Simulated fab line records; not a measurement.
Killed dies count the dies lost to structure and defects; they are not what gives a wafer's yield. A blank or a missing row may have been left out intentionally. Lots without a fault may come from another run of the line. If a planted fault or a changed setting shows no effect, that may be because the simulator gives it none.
Matching of chambers	flow gf180mcu	GF_V5_CMP_04 on cmp-02: 4 sister chambers
The step polishes SiO2. 22 wafers are shown with their chamber, then 11 later ones without.

EACH WAFER AND ITS CHAMBER
wafer	chamber	motor_current_A (A)
L257.1	0	10.6
L257.3	2	9.9
L257.4	3	11.0
L258.2	0	9.9
L258.3	3	11.1
L258.4	2	9.9
L259.4	1	11.8
L259.5	2	10.4
L259.6	3	11.9
L261.1	3	11.7
L261.4	0	10.1
L261.6	2	9.6
L262.2	2	10.1
L262.4	1	11.4
L262.5	3	12.0
L266.2	2	10.0
L266.4	3	11.4
L266.5	3	11.8
L269.2	2	10.2
L269.3	0	9.5
L269.6	0	10.4
L274.2	3	11.3

SIGNATURES (means of the wafers above)
reading	chamber 0	chamber 1	chamber 2	chamber 3	scatter within a chamber
motor_current_A	10.100	11.600	10.014	11.525	0.35
Rule: for each reading, subtract the chamber's mean from the wafer's reading, divide by that reading's scatter and square the result; add these up over the readings and take the root, which gives the wafer's distance from the chamber. If the next closest chamber is less than 2 further off than the closest, the wafer can't be placed; otherwise it belongs to the closest. The scatter: the root of (the sum of the squares of (reading less its chamber's mean) over the shown wafers, divided by (wafers less chambers)).

WAFERS WITH NO CHAMBER GIVEN
wafer	motor_current_A (A)
L274.4	11.5
L274.5	10.0
L276.4	11.9
L276.5	11.5
L276.6	10.0
L278.4	10.9
L278.5	11.1
L278.6	10.3
L280.2	11.5
L280.3	11.3
L280.4	10.0

EACH ONE'S CHAMBER
wafer	from the rows above	in truth
L274.4	can't be placed: 3 or 1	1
L274.5	can't be placed: 2 or 0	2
L276.4	can't be placed: 1 or 3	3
L276.5	can't be placed: 3 or 1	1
L276.6	can't be placed: 2 or 0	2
L278.4	can't be placed: 3 or 1 or 0 or 2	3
L278.5	can't be placed: 3 or 1 or 0 or 2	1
L278.6	can't be placed: 0 or 2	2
L280.2	can't be placed: 3 or 1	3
L280.3	can't be placed: 3 or 1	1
L280.4	can't be placed: 2 or 0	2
Correctly placed: 0 of 11. Can't be placed from these rows: 11 (the true chamber is among the candidates in 11). Placed wrongly: 0.
